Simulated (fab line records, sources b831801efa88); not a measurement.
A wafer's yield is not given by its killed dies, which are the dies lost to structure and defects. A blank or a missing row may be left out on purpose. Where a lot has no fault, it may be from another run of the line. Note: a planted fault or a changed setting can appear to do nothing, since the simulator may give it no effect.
Which of the tools did it? -- flow sky130 -- Sampling: 6 lots, 18 wafers, 2 of 708 route steps

WHAT THE GAUGES SHOWED, per wafer
SKY_NWELL_RS_MEAS_29: measures by four-point-probe.
lot,measured,on,NWELL_RS (ohm/sq)
L580,day 6 02:28,film metro-03,626.9 626.2 625.3
L582,day 6 16:28,film metro-02,625.8 624.3 624.5
L587,day 7 14:35,film metro-02,615.0 616.6 616.9
L589,day 8 06:00,film metro-03,616.5 617.2 615.4
L593,day 9 22:49,film metro-02,625.4 624.9 624.1
L597,day 10 21:23,film metro-03,621.7 624.1 623.9

WHICH TOOL RAN EACH LOT (tool, then ch and the chambers of the sampled wafers, then the start)
lot,SKY_NWELL_IMPLANT_13
L580,"implanter-01 ch 0, day 5 07:03"
L582,"implanter-02 ch 0, day 5 21:32"
L587,"implanter-02 ch 0, day 6 21:53"
L589,"implanter-02 ch 0, day 7 09:57"
L593,"implanter-03 ch 0, day 9 00:35"
L597,"implanter-03 ch 0, day 9 23:11"
- SKY_NWELL_IMPLANT_13

THE ANSWER, worked out from the rows above alone
Rule: what is usual is taken from the lots themselves. Put in order of their means at a reading, lots are off if they are a third of the lots or fewer, leave a main group of 4 or more, and stand apart from it by a gap of 3 or more times the standard deviation of the main group's means; of several such gaps the widest counts. A main group is skipped when, at the precision printed for the reading in the tables above, its means are all equal. A lot without any number at a reading at which 4 lots or more have one is off too. All remaining lots with rows at the step are treated as sound.
Off: L587, L589, at SKY_NWELL_RS_MEAS_29 (NWELL_RS). Mean 624.8 ohm/sq and standard deviation 1 in the main group.
A tool fits if, at a process step before that reading, it ran every lot that is off, and no sound lot after the first of them. Gauges at SKY_NWELL_RS_MEAS_29: tried the same way as those tools. One fits: implanter-02 at SKY_NWELL_IMPLANT_13. A fault onset in the window from L582 (day 5 21:32, its last sound lot) to L587 (day 6 21:53, its first lot off) fits.

WHAT HAD BEEN PUT IN BY THE SIMULATOR
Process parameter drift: implanter-02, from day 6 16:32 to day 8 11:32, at SKY_NWELL_IMPLANT_13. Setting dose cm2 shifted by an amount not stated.
Lots struck among those shown: L587, L589. This agrees with what the rule above found.
